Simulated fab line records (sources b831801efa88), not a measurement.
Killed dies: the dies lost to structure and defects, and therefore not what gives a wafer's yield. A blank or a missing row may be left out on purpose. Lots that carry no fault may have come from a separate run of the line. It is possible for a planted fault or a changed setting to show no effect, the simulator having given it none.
Which tool was responsible? || flow sfq line || Sampling: 14 lots, 42 wafers, 4 of 325 route steps

## WHAT EACH GAUGE READ, for each wafer
Not one reading of a measure or inspect step in the record can be checked against a usual standard deviation.

## EACH LOT AND THE TOOL THAT RAN IT (in order: tool; ch and the chambers of the sampled wafers; start)
{"lot": "L540", "SFQ_TRILAYER_M7_BARC_OPEN_METAL_ETCH_229": "rie metal-01 ch 0,1, day 81 06:42", "SFQ_TRILAYER_I7_VIA_LITHO_PEB_190": "litho track-01 ch 0, day 81 14:08", "SFQ_TRILAYER_I7_VIA_BARC_OPEN_VIA_ETCH_260": "rie diel-02 ch 0,1,2, day 81 14:28", "SFQ_TRILAYER_I7_VIA_STRIP_STRIP_191": "rie metal-02 ch 0,1, day 81 14:38"}
{"lot": "L541", "SFQ_TRILAYER_M7_BARC_OPEN_METAL_ETCH_229": "rie metal-03 ch 0,1, day 81 09:06", "SFQ_TRILAYER_I7_VIA_LITHO_PEB_190": "litho track-02 ch 0, day 81 16:27", "SFQ_TRILAYER_I7_VIA_BARC_OPEN_VIA_ETCH_260": "rie diel-03 ch 0,1,2, day 81 16:47", "SFQ_TRILAYER_I7_VIA_STRIP_STRIP_191": "rie metal-04 ch 0,1, day 81 16:56"}
{"lot": "L543", "SFQ_TRILAYER_M7_BARC_OPEN_METAL_ETCH_229": "rie metal-03 ch 0,1, day 81 12:42", "SFQ_TRILAYER_I7_VIA_LITHO_PEB_190": "litho track-01 ch 0, day 81 20:01", "SFQ_TRILAYER_I7_VIA_BARC_OPEN_VIA_ETCH_260": "rie diel-04 ch 0,2,3, day 81 20:21", "SFQ_TRILAYER_I7_VIA_STRIP_STRIP_191": "rie metal-02 ch 0,1, day 81 20:30"}
{"lot": "L544", "SFQ_TRILAYER_M7_BARC_OPEN_METAL_ETCH_229": "rie metal-03 ch 0,1, day 81 16:18", "SFQ_TRILAYER_I7_VIA_LITHO_PEB_190": "litho track-02 ch 0, day 81 23:38", "SFQ_TRILAYER_I7_VIA_BARC_OPEN_VIA_ETCH_260": "rie diel-03 ch 0,1, day 81 23:57", "SFQ_TRILAYER_I7_VIA_STRIP_STRIP_191": "rie metal-04 ch 0,1, day 82 00:06"}
{"lot": "L545", "SFQ_TRILAYER_M7_BARC_OPEN_METAL_ETCH_229": "rie metal-02 ch 0,1, day 81 17:30", "SFQ_TRILAYER_I7_VIA_LITHO_PEB_190": "litho track-04 ch 0, day 82 02:01", "SFQ_TRILAYER_I7_VIA_BARC_OPEN_VIA_ETCH_260": "rie diel-02 ch 0,2,3, day 82 02:21", "SFQ_TRILAYER_I7_VIA_STRIP_STRIP_191": "rie metal-04 ch 0,1, day 82 02:30"}
{"lot": "L547", "SFQ_TRILAYER_M7_BARC_OPEN_METAL_ETCH_229": "rie metal-03 ch 0, day 81 22:18", "SFQ_TRILAYER_I7_VIA_LITHO_PEB_190": "litho track-02 ch 0, day 86 19:58", "SFQ_TRILAYER_I7_VIA_BARC_OPEN_VIA_ETCH_260": "rie diel-03 ch 1,2,3, day 86 20:17", "SFQ_TRILAYER_I7_VIA_STRIP_STRIP_191": "rie metal-04 ch 0,1, day 86 20:26"}
{"lot": "L548", "SFQ_TRILAYER_M7_BARC_OPEN_METAL_ETCH_229": "rie metal-02 ch 1, day 81 23:30", "SFQ_TRILAYER_I7_VIA_LITHO_PEB_190": "litho track-04 ch 0, day 86 21:08", "SFQ_TRILAYER_I7_VIA_BARC_OPEN_VIA_ETCH_260": "rie diel-04 ch 1,2,3, day 86 21:29", "SFQ_TRILAYER_I7_VIA_STRIP_STRIP_191": "rie metal-02 ch 0,1, day 86 21:38"}
{"lot": "L549", "SFQ_TRILAYER_M7_BARC_OPEN_METAL_ETCH_229": "rie metal-03 ch 0,1, day 82 01:09", "SFQ_TRILAYER_I7_VIA_LITHO_PEB_190": "litho track-02 ch 0, day 86 23:34", "SFQ_TRILAYER_I7_VIA_BARC_OPEN_VIA_ETCH_260": "rie diel-02 ch 0,2,3, day 86 23:53", "SFQ_TRILAYER_I7_VIA_STRIP_STRIP_191": "rie metal-01 ch 0,1, day 87 00:02"}
{"lot": "L555", "SFQ_TRILAYER_M7_BARC_OPEN_METAL_ETCH_229": "rie metal-03 ch 0,1, day 83 11:47", "SFQ_TRILAYER_I7_VIA_LITHO_PEB_190": "litho track-02 ch 0, day 88 07:53", "SFQ_TRILAYER_I7_VIA_BARC_OPEN_VIA_ETCH_260": "rie diel-02 ch 0,1,2, day 88 08:11", "SFQ_TRILAYER_I7_VIA_STRIP_STRIP_191": "rie metal-01 ch 0,1, day 88 08:20"}
{"lot": "L556", "SFQ_TRILAYER_M7_BARC_OPEN_METAL_ETCH_229": "rie metal-02 ch 0,1, day 83 16:28", "SFQ_TRILAYER_I7_VIA_LITHO_PEB_190": "litho track-02 ch 0, day 88 10:16", "SFQ_TRILAYER_I7_VIA_BARC_OPEN_VIA_ETCH_260": "rie diel-03 ch 0,1,2, day 88 10:35", "SFQ_TRILAYER_I7_VIA_STRIP_STRIP_191": "rie metal-02 ch 0,1, day 88 10:44"}
{"lot": "L560", "SFQ_TRILAYER_M7_BARC_OPEN_METAL_ETCH_229": "rie metal-02 ch 0,1, day 87 17:02", "SFQ_TRILAYER_I7_VIA_LITHO_PEB_190": "litho track-02 ch 0, day 91 07:30", "SFQ_TRILAYER_I7_VIA_BARC_OPEN_VIA_ETCH_260": "rie diel-03 ch 0,2,3, day 91 07:49", "SFQ_TRILAYER_I7_VIA_STRIP_STRIP_191": "rie metal-04 ch 1, day 91 07:58"}
{"lot": "L561", "SFQ_TRILAYER_M7_BARC_OPEN_METAL_ETCH_229": "rie metal-01 ch 0,1, day 87 20:11", "SFQ_TRILAYER_I7_VIA_LITHO_PEB_190": "litho track-01 ch 0, day 91 11:06", "SFQ_TRILAYER_I7_VIA_BARC_OPEN_VIA_ETCH_260": "rie diel-04 ch 0,2, day 91 11:25", "SFQ_TRILAYER_I7_VIA_STRIP_STRIP_191": "rie metal-04 ch 0,1, day 91 11:34"}
{"lot": "L562", "SFQ_TRILAYER_M7_BARC_OPEN_METAL_ETCH_229": "rie metal-02 ch 0,1, day 88 00:59", "SFQ_TRILAYER_I7_VIA_LITHO_PEB_190": "litho track-02 ch 0, day 91 14:41", "SFQ_TRILAYER_I7_VIA_BARC_OPEN_VIA_ETCH_260": "rie diel-02 ch 0,2,3, day 91 15:01", "SFQ_TRILAYER_I7_VIA_STRIP_STRIP_191": "rie metal-01 ch 0,1, day 91 15:10"}
{"lot": "L563", "SFQ_TRILAYER_M7_BARC_OPEN_METAL_ETCH_229": "rie metal-02 ch 0,1, day 88 05:50", "SFQ_TRILAYER_I7_VIA_LITHO_PEB_190": "litho track-04 ch 0, day 91 18:17", "SFQ_TRILAYER_I7_VIA_BARC_OPEN_VIA_ETCH_260": "rie diel-03 ch 0,2,3, day 91 18:37", "SFQ_TRILAYER_I7_VIA_STRIP_STRIP_191": "rie metal-02 ch 0,1, day 91 18:46"}
- SFQ_TRILAYER_M7_BARC_OPEN_METAL_ETCH_229: etches BARC in O2, target depth 125 nm, time 41.7 s.
- SFQ_TRILAYER_I7_VIA_LITHO_PEB_190: peb time 60 s.
- SFQ_TRILAYER_I7_VIA_BARC_OPEN_VIA_ETCH_260: etches BARC in O2, target depth 125 nm, time 41.7 s.
- SFQ_TRILAYER_I7_VIA_STRIP_STRIP_191: strips in O2.

## WHAT THE TOOLS THEMSELVES READ (means of the sampled wafers that have a number; where no wafer has one, the mark that the record gives instead)
SFQ_TRILAYER_M7_BARC_OPEN_METAL_ETCH_229.
{"lot": "L540", "tool": "rie metal-01", "drypump motor current A (A)": 5.2, "oes product au (a.u.)": 0.682, "rf fwd power W (W)": 596.1}
{"lot": "L541", "tool": "rie metal-03", "drypump motor current A (A)": 5.5, "oes product au (a.u.)": 0.685, "rf fwd power W (W)": 595.1}
{"lot": "L543", "tool": "rie metal-03", "drypump motor current A (A)": 5.5, "oes product au (a.u.)": 0.684, "rf fwd power W (W)": 594.9}
{"lot": "L544", "tool": "rie metal-03", "drypump motor current A (A)": 5.5, "oes product au (a.u.)": 0.687, "rf fwd power W (W)": 591.4}
{"lot": "L545", "tool": "rie metal-02", "drypump motor current A (A)": 6.0, "oes product au (a.u.)": 0.683, "rf fwd power W (W)": 592.7}
{"lot": "L547", "tool": "rie metal-03", "drypump motor current A (A)": 5.1, "oes product au (a.u.)": 0.680, "rf fwd power W (W)": 593.1}
{"lot": "L548", "tool": "rie metal-02", "drypump motor current A (A)": 5.9, "oes product au (a.u.)": 0.687, "rf fwd power W (W)": 591.7}
{"lot": "L549", "tool": "rie metal-03", "drypump motor current A (A)": 5.6, "oes product au (a.u.)": 0.689, "rf fwd power W (W)": 593.2}
{"lot": "L555", "tool": "rie metal-03", "drypump motor current A (A)": 6.0, "oes product au (a.u.)": 0.689, "rf fwd power W (W)": 592.2}
{"lot": "L556", "tool": "rie metal-02", "drypump motor current A (A)": 6.0, "oes product au (a.u.)": 0.694, "rf fwd power W (W)": 591.1}
{"lot": "L560", "tool": "rie metal-02", "drypump motor current A (A)": 6.0, "oes product au (a.u.)": 0.684, "rf fwd power W (W)": 592.7}
{"lot": "L561", "tool": "rie metal-01", "drypump motor current A (A)": 5.2, "oes product au (a.u.)": 0.690, "rf fwd power W (W)": 594.1}
{"lot": "L562", "tool": "rie metal-02", "drypump motor current A (A)": 6.0, "oes product au (a.u.)": 0.681, "rf fwd power W (W)": 591.8}
{"lot": "L563", "tool": "rie metal-02", "drypump motor current A (A)": 6.0, "oes product au (a.u.)": 0.681, "rf fwd power W (W)": 594.1}

SFQ_TRILAYER_I7_VIA_LITHO_PEB_190.
{"lot": "L540", "tool": "litho track-01", "heater power total W (W)": 79.11, "plate temp C (C)": 115.10}
{"lot": "L541", "tool": "litho track-02", "heater power total W (W)": 79.19, "plate temp C (C)": 115.17}
{"lot": "L543", "tool": "litho track-01", "heater power total W (W)": 79.18, "plate temp C (C)": 114.85}
{"lot": "L544", "tool": "litho track-02", "heater power total W (W)": 79.15, "plate temp C (C)": 115.05}
{"lot": "L545", "tool": "litho track-04", "heater power total W (W)": 79.17, "plate temp C (C)": 115.01}
{"lot": "L547", "tool": "litho track-02", "heater power total W (W)": 79.15, "plate temp C (C)": 115.06}
{"lot": "L548", "tool": "litho track-04", "heater power total W (W)": 79.18, "plate temp C (C)": 115.07}
{"lot": "L549", "tool": "litho track-02", "heater power total W (W)": 79.20, "plate temp C (C)": 114.99}
{"lot": "L555", "tool": "litho track-02", "heater power total W (W)": 80.03, "plate temp C (C)": 115.97}
{"lot": "L556", "tool": "litho track-02", "heater power total W (W)": 79.94, "plate temp C (C)": 115.83}
{"lot": "L560", "tool": "litho track-02", "heater power total W (W)": 79.15, "plate temp C (C)": 114.96}
{"lot": "L561", "tool": "litho track-01", "heater power total W (W)": 79.14, "plate temp C (C)": 115.03}
{"lot": "L562", "tool": "litho track-02", "heater power total W (W)": 79.18, "plate temp C (C)": 115.03}
{"lot": "L563", "tool": "litho track-04", "heater power total W (W)": 79.15, "plate temp C (C)": 114.97}

SFQ_TRILAYER_I7_VIA_BARC_OPEN_VIA_ETCH_260.
{"lot": "L540", "tool": "rie diel-02", "drypump motor current A (A)": 5.8, "oes product au (a.u.)": 0.687, "rf fwd power W (W)": 492.7}
{"lot": "L541", "tool": "rie diel-03", "drypump motor current A (A)": 5.9, "oes product au (a.u.)": 0.686, "rf fwd power W (W)": 496.6}
{"lot": "L543", "tool": "rie diel-04", "drypump motor current A (A)": 5.6, "oes product au (a.u.)": 0.683, "rf fwd power W (W)": 493.3}
{"lot": "L544", "tool": "rie diel-03", "drypump motor current A (A)": 6.1, "oes product au (a.u.)": 0.681, "rf fwd power W (W)": 497.0}
{"lot": "L545", "tool": "rie diel-02", "drypump motor current A (A)": 5.8, "oes product au (a.u.)": 0.687, "rf fwd power W (W)": 492.4}
{"lot": "L547", "tool": "rie diel-03", "drypump motor current A (A)": 5.5, "oes product au (a.u.)": 0.683, "rf fwd power W (W)": 496.4}
{"lot": "L548", "tool": "rie diel-04", "drypump motor current A (A)": 5.8, "oes product au (a.u.)": 0.687, "rf fwd power W (W)": 495.3}
{"lot": "L549", "tool": "rie diel-02", "drypump motor current A (A)": 5.7, "oes product au (a.u.)": 0.687, "rf fwd power W (W)": 493.2}
{"lot": "L555", "tool": "rie diel-02", "drypump motor current A (A)": 5.8, "oes product au (a.u.)": 0.684, "rf fwd power W (W)": 492.5}
{"lot": "L556", "tool": "rie diel-03", "drypump motor current A (A)": 5.9, "oes product au (a.u.)": 0.683, "rf fwd power W (W)": 495.6}
{"lot": "L560", "tool": "rie diel-03", "drypump motor current A (A)": 5.6, "oes product au (a.u.)": 0.680, "rf fwd power W (W)": 494.5}
{"lot": "L561", "tool": "rie diel-04", "drypump motor current A (A)": 5.3, "oes product au (a.u.)": 0.683, "rf fwd power W (W)": 494.9}
{"lot": "L562", "tool": "rie diel-02", "drypump motor current A (A)": 5.7, "oes product au (a.u.)": 0.688, "rf fwd power W (W)": 493.8}
{"lot": "L563", "tool": "rie diel-03", "drypump motor current A (A)": 5.7, "oes product au (a.u.)": 0.686, "rf fwd power W (W)": 496.4}

SFQ_TRILAYER_I7_VIA_STRIP_STRIP_191.
{"lot": "L540", "tool": "rie metal-02", "drypump motor current A (A)": 6.2, "oes product au (a.u.)": 1.005}
{"lot": "L541", "tool": "rie metal-04", "drypump motor current A (A)": 6.0, "oes product au (a.u.)": 1.010}
{"lot": "L543", "tool": "rie metal-02", "drypump motor current A (A)": 6.0, "oes product au (a.u.)": 1.007}
{"lot": "L544", "tool": "rie metal-04", "drypump motor current A (A)": 5.8, "oes product au (a.u.)": 1.016}
{"lot": "L545", "tool": "rie metal-04", "drypump motor current A (A)": 5.9, "oes product au (a.u.)": 1.021}
{"lot": "L547", "tool": "rie metal-04", "drypump motor current A (A)": 5.9, "oes product au (a.u.)": 1.003}
{"lot": "L548", "tool": "rie metal-02", "drypump motor current A (A)": 6.2, "oes product au (a.u.)": 0.989}
{"lot": "L549", "tool": "rie metal-01", "drypump motor current A (A)": 5.4, "oes product au (a.u.)": 1.004}
{"lot": "L555", "tool": "rie metal-01", "drypump motor current A (A)": 5.4, "oes product au (a.u.)": 0.994}
{"lot": "L556", "tool": "rie metal-02", "drypump motor current A (A)": 6.0, "oes product au (a.u.)": 1.008}
{"lot": "L560", "tool": "rie metal-04", "drypump motor current A (A)": 5.7, "oes product au (a.u.)": 0.995}
{"lot": "L561", "tool": "rie metal-04", "drypump motor current A (A)": 5.9, "oes product au (a.u.)": 0.985}
{"lot": "L562", "tool": "rie metal-01", "drypump motor current A (A)": 5.2, "oes product au (a.u.)": 0.985}
{"lot": "L563", "tool": "rie metal-02", "drypump motor current A (A)": 6.2, "oes product au (a.u.)": 0.992}

## THE ANSWER, worked out from the rows above alone
Rule: the usual values come from the lots themselves. The widest of any qualifying gaps counts: lots, ordered by their means at a reading, are off when they make up no more than a third of the lots, leave a main group of 4 or more, and stand apart from it by 3 or more times the standard deviation of that group's means. A main group is skipped when, at the precision printed for the reading in the tables above, its means are all equal. Also off: a lot with no number at a reading for which 4 or more lots have one. Where the step has rows for the other lots, those lots are counted as sound. Order of review: gauges by route order, followed by the tools' own readings, for which a lot's mean as printed above is used. At the first step where some lot is off, the reading lying furthest off is the one used; lots without a number count as furthest.
Off: L555, L556 (SFQ_TRILAYER_I7_VIA_LITHO_PEB_190, heater power total W). The main group: mean 79.16 W, standard deviation 0.024.
If a tool, at that step or one of the process steps before it, ran each lot that is off and ran no sound lot following the first of them, it fits. Of those tried, none fits.

## WHAT THE SIMULATOR PUT IN
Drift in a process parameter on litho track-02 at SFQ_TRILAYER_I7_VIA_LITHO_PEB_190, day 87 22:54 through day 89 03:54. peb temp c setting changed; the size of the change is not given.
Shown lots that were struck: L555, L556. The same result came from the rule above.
